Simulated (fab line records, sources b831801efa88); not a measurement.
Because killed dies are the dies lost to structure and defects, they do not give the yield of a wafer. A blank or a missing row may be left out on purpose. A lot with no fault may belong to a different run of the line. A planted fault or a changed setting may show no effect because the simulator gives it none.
What tool caused it? ; flow sky130 ; 10 lots with 30 wafers sampled at 5 steps, on a route of 708 steps

WHAT EACH GAUGE READ, for each wafer
SKY_VIA3_OVL_MEAS_13. Usual: VIA3_OVL -4 nm, standard deviation 5.5.
lot;measured;on;VIA3_OVL (nm);flag
L393;day 40 03:25;overlay-01;13 7 9;
L392;day 40 04:29;overlay-02;-4 -1 3;
L395;day 40 15:28;overlay-02;-9 -4 -4;
L398;day 42 11:57;overlay-01;-3 2 -7;
L404;day 44 03:02;overlay-02;-14 -13 -13;
L403;day 44 09:59;overlay-01;1 -1 2;
L406;day 44 17:23;overlay-02;-9 -7 -10;
L410;day 45 03:18;overlay-02;0 -2 -6;
L412;day 45 12:40;overlay-01;-3 1 -3;
L415;day 46 04:05;overlay-01;-6 -4 -2;

SKY_CAP2M_RS_MEAS_03: measurement is done with a four-point probe. Usual: CAP2M_TIN_RS 6.88 ohm/sq, standard deviation 0.077.
lot;measured;on;CAP2M_TIN_RS (ohm/sq);flag
L393;day 40 05:09;filmMetro-02;6.91 6.99 6.88;
L392;day 40 06:25;filmMetro-02;7.00 6.98 7.02;
L395;day 40 18:07;filmMetro-04;6.90 6.93 6.86;
L398;day 42 13:43;filmMetro-02;6.91 6.94 6.86;
L404;day 44 04:49;filmMetro-03;6.93 6.92 6.92;
L403;day 44 11:46;filmMetro-04;6.94 6.90 6.90;
L406;day 44 19:08;filmMetro-04;3.48 6.92 6.83;OFF
L410;day 45 05:05;filmMetro-04;6.78 6.68 6.73;
L412;day 45 14:28;filmMetro-02;6.95 6.91 6.93;
L415;day 46 07:01;filmMetro-04;6.70 6.71 6.79;

SKY_CAP2M_THK_MEAS_04: measures by xrf. Usual: CAP2M_TIN_THK 200.0 nm, standard deviation 2.5.
lot;measured;on;CAP2M_TIN_THK (nm);flag
L393;day 40 05:16;filmMetro-02;198.1 196.0 199.3;
L392;day 40 06:32;filmMetro-02;195.4 196.5 195.0;
L395;day 40 18:14;filmMetro-04;201.1 198.4 201.2;
L398;day 42 13:49;filmMetro-02;199.7 197.4 200.2;
L404;day 44 04:56;filmMetro-03;198.7 198.7 199.9;
L403;day 44 11:52;filmMetro-04;198.6 198.7 199.3;
L406;day 44 19:16;filmMetro-04;389.4 199.0 202.1;OFF
L410;day 45 05:11;filmMetro-04;202.9 206.1 204.7;
L412;day 45 14:34;filmMetro-02;197.7 199.6 199.3;
L415;day 46 07:08;filmMetro-04;204.5 203.8 201.4;

EACH LOT AND THE TOOL THAT RAN IT (in order: tool; ch and the chambers of the sampled wafers; start)
lot;SKY_VIA3_STRIP_16;SKY_CAP2M_SPUTTER_02
L393;plasmaAsher-01 ch 0,1, day 40 03:33;pvdSputter-01, day 40 05:02
L392;plasmaAsher-01 ch 0,1, day 40 04:37;pvdSputter-03, day 40 06:18
L395;plasmaAsher-04 ch 0,1, day 40 15:36;pvdSputter-02, day 40 18:01
L398;plasmaAsher-04 ch 0,1, day 42 12:07;pvdSputter-03, day 42 13:34
L404;plasmaAsher-01 ch 0,1, day 44 03:10;pvdSputter-01, day 44 04:42
L403;plasmaAsher-03 ch 0,1, day 44 10:09;pvdSputter-03, day 44 11:37
L406;plasmaAsher-03 ch 0,1, day 44 17:31;pvdSputter-03, day 44 19:01
L410;plasmaAsher-03 ch 0,1, day 45 03:26;pvdSputter-01, day 45 04:57
L412;plasmaAsher-04 ch 0, day 45 12:48;pvdSputter-01, day 45 14:20
L415;plasmaAsher-01 ch 0,1, day 46 04:13;pvdSputter-02, day 46 06:54
- SKY_VIA3_STRIP_16: strips in O2/N2.
- SKY_CAP2M_SPUTTER_02: material TiN, target thk 200 nm, time 166.7 s.

WHAT THE TOOLS THEMSELVES READ (means of the sampled wafers that have a number; where no wafer has one, the mark that the record gives instead)
SKY_VIA3_STRIP_16. Usual: drypumpMotorCurrentA 5.5 A, standard deviation 0.43; oesProductAu 0.403 a.u., standard deviation 0.0046; stripTimeToEndpointS 4.160 s, standard deviation 0.024.
lot;tool;drypumpMotorCurrentA (A);oesProductAu (a.u.);stripTimeToEndpointS (s);flag
L393;plasmaAsher-01;5.4;0.395;4.127;
L392;plasmaAsher-01;5.4;0.401;4.167;
L395;plasmaAsher-04;5.4;0.400;4.124;
L398;plasmaAsher-04;5.6;0.401;4.158;
L404;plasmaAsher-01;5.5;0.400;4.151;
L403;plasmaAsher-03;5.9;0.409;4.170;
L406;plasmaAsher-03;5.5;0.403;4.176;
L410;plasmaAsher-03;5.6;0.404;4.172;
L412;plasmaAsher-04;5.8;0.408;4.164;
L415;plasmaAsher-01;5.5;0.405;4.168;

SKY_CAP2M_SPUTTER_02. Usual: chamberPressurePa 0.3999 Pa, standard deviation 0.00079; throttleValvePct 29.8 %, standard deviation 0.87.
lot;tool;chamberPressurePa (Pa);throttleValvePct (%);flag
L393;pvdSputter-01;0.3992;29.4;
L392;pvdSputter-03;0.4001;29.1;
L395;pvdSputter-02;0.3989;30.1;
L398;pvdSputter-03;0.3996;29.1;
L404;pvdSputter-01;0.3994;29.9;
L403;pvdSputter-03;0.3993;29.6;
L406;pvdSputter-03;0.4006;29.6;
L410;pvdSputter-01;0.4001;29.7;
L412;pvdSputter-01;0.3994;29.7;
L415;pvdSputter-02;0.4000;29.9;

THE ANSWER, worked out from the rows above alone
Rule: a lot counts as off when the mean over its wafers that have a number is more than 3 standard deviations away from the usual mean. Also off: a lot with no number at a reading for which 4 or more lots have one. Where the step has rows for the other lots, those lots are counted as sound. After the gauges, taken in route order, come the tools' own readings; for these a lot's mean is taken, as printed above. At the first step where some lot is off, the reading lying furthest off is the one used; lots without a number count as furthest.
Off: L406, at SKY_CAP2M_RS_MEAS_03 (CAP2M_TIN_RS).
A tool fits if, at a process step before that reading, it ran every lot that is off, and no sound lot after the first of them. The gauges at SKY_CAP2M_RS_MEAS_03 are tried like those tools. One candidate fits, namely pvdSputter-03 at SKY_CAP2M_SPUTTER_02. Its last sound lot is L403 (day 44 11:37), its first lot that is off L406 (day 44 19:01): a fault that began between those two fits.

WHAT WAS PUT IN BY THE SIMULATOR
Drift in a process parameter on pvdSputter-03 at SKY_CAP2M_SPUTTER_02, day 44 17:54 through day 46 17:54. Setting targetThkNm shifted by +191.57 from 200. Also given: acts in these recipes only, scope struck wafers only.
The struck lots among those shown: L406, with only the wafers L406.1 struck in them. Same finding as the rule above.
